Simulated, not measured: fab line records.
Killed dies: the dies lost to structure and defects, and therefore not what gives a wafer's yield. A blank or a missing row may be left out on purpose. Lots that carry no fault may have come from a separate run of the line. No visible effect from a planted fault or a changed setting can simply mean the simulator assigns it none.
Comparing a struck lot with a sound one	flow sky130	32 steps out of a route of 708
Sound: the wafers L415.1, L415.3, L415.4. Struck: wafers L424.1, L424.2, L424.4. Last of all comes the cause.
Per side, at each step with rows, come the tool, then ch with its chambers, and then its first start. Under that, the readings that differ: sound wafers	struck wafers	difference of the means	sigmas: that difference in standard deviations of wafers without a fault.
alike: readings with means less than 2 such deviations apart, plus words and numbers identical on both sides. not compared: withheld readings, readings lacking a value on some wafer, bounds such as >300 that could conceal the same value, and numbers that have no deviation in the record and whose values overlap.
The two part at a step that has a row with sigmas, a row that says differs or no value, or rows on one side only. Numbers that don't overlap but have no deviation are shown without sigmas and don't part them. A reading that every wafer of one side lacks parts them only if that side has two wafers or more.

SKY_PWDE_OVL_MEAS_07:
  sound on overlay-01, day 5 08:13; struck on overlay-02, day 7 07:42
reading	sound	struck	difference	sigmas
PWDE_OVL (nm)	0.3 -0.5 0.4	5.3 3.9 3.5	+4.2	+3
after that, 1 step had no rows for these wafers: SKY_PWDE_IMPLANT_08.
SKY_PWDE_STRIP_09: strips in O2/N2.
  sound on plasma-asher-04 ch 0,1, day 5 08:24; struck on plasma-asher-01 ch 0,1, day 7 07:53
  alike: drypump-motor-current-A, oes-product-au, strip-time-to-endpoint-s
  not compared: rf-hours-counter-h
SKY_PWDE_TW_MEAS_10:
  sound on film-metro-02, day 5 08:30; struck on film-metro-01, day 7 07:59
  alike: PWDE_TW
then, 7 steps without rows for these wafers: SKY_NWELL_DEHYDRATE_03 (time 60 s); SKY_NWELL_HMDS_04 (prime time 60 s); SKY_NWELL_COAT_05 (resist thk 3000 nm); SKY_NWELL_SOFTBAKE_06; SKY_NWELL_EXPOSE_07 (exposes mask NWM, target cd 840 nm); SKY_NWELL_PEB_08; SKY_NWELL_DEVELOP_09 (develop time 60 s).
SKY_NWELL_OVL_MEAS_10:
  sound on overlay-01, day 6 02:52; struck on overlay-02, day 8 04:04
  alike: NWELL_00_OVL
SKY_NWELL_IMPLANT_11:
  sound on implanter-03 ch 0, day 6 02:54; struck on implanter-02 ch 0, day 8 04:06
reading	sound	struck	difference	sigmas
beam-on-s (s)	10.11 10.35 9.84	8.41 8.08 8.17	-1.88	-9
faraday-current-uA	105.7 103.4 108.6	127.5 132.9 131.1	+24.6	+11
  alike: dose-ions-cm2, end-station-pressure-torr
then, 2 steps without rows for these wafers: SKY_NWELL_IMPLANT_12; SKY_NWELL_IMPLANT_13.
SKY_NWELL_STRIP_14: strips in O2/N2.
  sound on plasma-asher-02 ch 0,1, day 6 03:21; struck on plasma-asher-03 ch 0,1, day 8 04:33
  alike: drypump-motor-current-A, oes-product-au, strip-time-to-endpoint-s
  not compared: rf-hours-counter-h
SKY_NWELL_TW_MEAS_15:
  sound on film-metro-04, day 6 03:27; struck on film-metro-01, day 8 04:39
reading	sound	struck	difference	sigmas
NWELL_TW	1828 1827 1833	1714 1711 1707	-119	-15
then, 7 steps without rows for these wafers: SKY_NWELL_DEHYDRATE_16 (time 60 s); SKY_NWELL_HMDS_17 (prime time 60 s); SKY_NWELL_COAT_18 (resist thk 3000 nm); SKY_NWELL_SOFTBAKE_19; SKY_NWELL_EXPOSE_20 (exposes mask NWM COMPLEMENT, target cd 840 nm); SKY_NWELL_PEB_21; SKY_NWELL_DEVELOP_22 (develop time 60 s).
SKY_NWELL_OVL_MEAS_23:
  sound on overlay-01, day 6 21:55; struck on overlay-01, day 9 01:13
reading	sound	struck	difference	sigmas
NWELL_01_OVL (nm)	-0.1 -0.6 0.1	2.4 1.7 5.6	+3.4	+2
after that, 1 step had no rows for these wafers: SKY_NWELL_IMPLANT_24.
SKY_NWELL_STRIP_25: strips in O2/N2.
  sound on plasma-asher-04 ch 0,1, day 6 22:06; struck on plasma-asher-03 ch 0,1, day 9 01:24
  alike: drypump-motor-current-A, oes-product-au, strip-time-to-endpoint-s
  not compared: rf-hours-counter-h
SKY_NWELL_TW_MEAS_26:
  sound on film-metro-01, day 6 22:12; struck on film-metro-02, day 9 01:30
reading	sound	struck	difference	sigmas
NWELL_2_TW	495.6 495.9 496.1	502.7 501.0 500.9	+5.7	+2
then, 1 step without rows for these wafers: SKY_NWELL_CLEAN_27 (cleans in SC1/SC2, time 150 s).
SKY_NWELL_RTA_28: time 30 s.
  sound on rtp-anneal-01 ch 0, day 6 22:19; struck on rtp-anneal-01 ch 0, day 9 01:37
  alike: lamp-power-pct, wafer_temp_C_max
SKY_NWELL_RS_MEAS_29: a four-point-probe measurement.
  sound on film-metro-02, day 6 22:25; struck on film-metro-01, day 9 01:43
reading	sound	struck	difference	sigmas
NWELL_RS (ohm/sq)	624.4 626.3 626.3	697.5 696.2 698.4	+71.7	+48
-- the record jumps here: 40 days lie between the struck wafers' starts before and after (it left off in module NWELL and takes up again in module PAD_OPEN, whose first step shown is number 708 of the route) --
SKY_PAD_OPEN_PROBE_99:
  sound on prober-02, day 47 10:47; struck on prober-02, day 49 07:34
reading	sound	struck	difference	sigmas
model.etest.nfet_16v.r-on-ohm-um	1.383e+04 1.38e+04 1.371e+04	1.503e+04 1.508e+04 1.496e+04	+1.243e+03	
model.etest.res-nwell.line-ohm-um	1197 1160 1156	1318 1319 1339	+154	
model.etest.res-nwell.rs-ohm-sq	978.9 959.4 966.4	1062 1059 1083	+100	
model.etest.res-nwell.width-nm (nm)	829.4 827.8 823.6	803.5 807.9 813	-18.8	
model.etest.pfet_16v.drive-ua-um	239.7 243.4 244.2	255.9 255.3 251.7	+11.9	
model.etest.field-p.vt-v (V)	-43.5 -42.07 -42.23	-36.71 -36.85 -37.66	+5.53	
model.etest.pfet-g5v0d10v5.off-log10-a-um	-12.94 -12.77 -12.78	-11.78 -11.55 -11.75	+1.14	
model.etest.pfet_01v8_lvt.off-log10-a-um	-9.216 -9.261 -9.237	-8.376 -8.331 -8.459	+0.849	
  alike: killed_at_M0_to_M3, killed_at_M4_up, killed-at-contacts, killed-at-front-end, killed-at-other, killed-dies, killed-open, killed-short

WHERE THEY PART
Earliest at SKY_PWDE_OVL_MEAS_07; latest, in this record, at SKY_NWELL_RS_MEAS_29. Later steps at which nothing parts them and some readings are alike: SKY_PAD_OPEN_PROBE_99.

WHY: whatever the simulator had introduced
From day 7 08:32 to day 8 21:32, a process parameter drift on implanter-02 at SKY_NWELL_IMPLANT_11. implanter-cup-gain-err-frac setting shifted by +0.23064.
